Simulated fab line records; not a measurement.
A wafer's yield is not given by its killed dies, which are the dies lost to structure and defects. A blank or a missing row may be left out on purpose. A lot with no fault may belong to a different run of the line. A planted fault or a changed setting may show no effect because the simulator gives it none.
Chamber matching    flow sfqLine    4 sister chambers for SFQ_TRILAYER_I7_CMP_CMP_184 on cmp-02
The step polishes SiO2. 16 wafers are shown with their chamber, then 8 later ones without.

== WAFERS PAIRED WITH THEIR CHAMBERS ==
wafer   chamber  motorCurrentA (A)  headPressurePsi (psi)  timeToEndpointS (s)
L807.2  0        9.9                3.009                  225
L807.3  3        12.0               3.000                  225
L807.4  2        9.8                2.996                  224
L808.3  3        12.2               2.999                  205
L808.4  1        13.0               2.998                  208
L808.6  3        12.1               3.008                  202
L810.1  3        12.7               2.990                  222
L810.5  2        9.4                2.990                  220
L810.6  1        13.1               3.004                  222
L813.1  0        10.4               3.007                  212
L813.5  3        12.5               2.989                  211
L813.6  0        10.2               2.999                  227
L814.1  1        12.7               3.002                  216
L814.4  0        10.5               2.996                  221
L814.5  3        12.7               3.005                  224
L816.4  2        9.3                3.004                  214

SIGNATURES (means of the wafers above)
reading          chamber 0  chamber 1  chamber 2  chamber 3  scatter within a chamber
motorCurrentA    10.250     12.933     9.500      12.367     0.275
headPressurePsi  3.00275    3.00133    2.99667    2.99850    0.00666
timeToEndpointS  221.25     215.33     219.33     214.83     8.15
Rule: for a wafer and a chamber, the distance is found by dividing, reading by reading, the gap between the wafer's reading and the chamber's mean by the reading's scatter, squaring, summing and taking the root. The wafer belongs to the nearest chamber; if the next one is less than 2 further off, it can't be placed. How the scatter is found: for the shown wafers, subtract from each reading the mean of its chamber, square and add these, divide the total by (wafers less chambers), then take the root.

== WAFERS WHOSE CHAMBER IS MISSING ==
wafer   motorCurrentA (A)  headPressurePsi (psi)  timeToEndpointS (s)
L816.2  10.6               3.005                  219
L816.6  12.4               2.989                  216
L818.3  10.2               3.003                  229
L818.5  10.3               3.007                  233
L818.6  13.5               3.000                  217
L824.2  12.2               3.001                  225
L824.4  9.0                2.994                  230
L824.6  10.4               2.990                  237

== EACH ONE'S CHAMBER ==
wafer   from the rows above      in truth
L816.2  0                        0
L816.6  can't be placed: 3 or 1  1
L818.3  can't be placed: 0 or 2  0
L818.5  0                        0
L818.6  1                        1
L824.2  can't be placed: 3 or 1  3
L824.4  2                        2
L824.6  can't be placed: 0 or 2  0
Placed correctly: 4 of 8. Cannot be placed on the basis of these rows: 4; the candidates contain the true chamber in 4. Placed wrongly: 0.
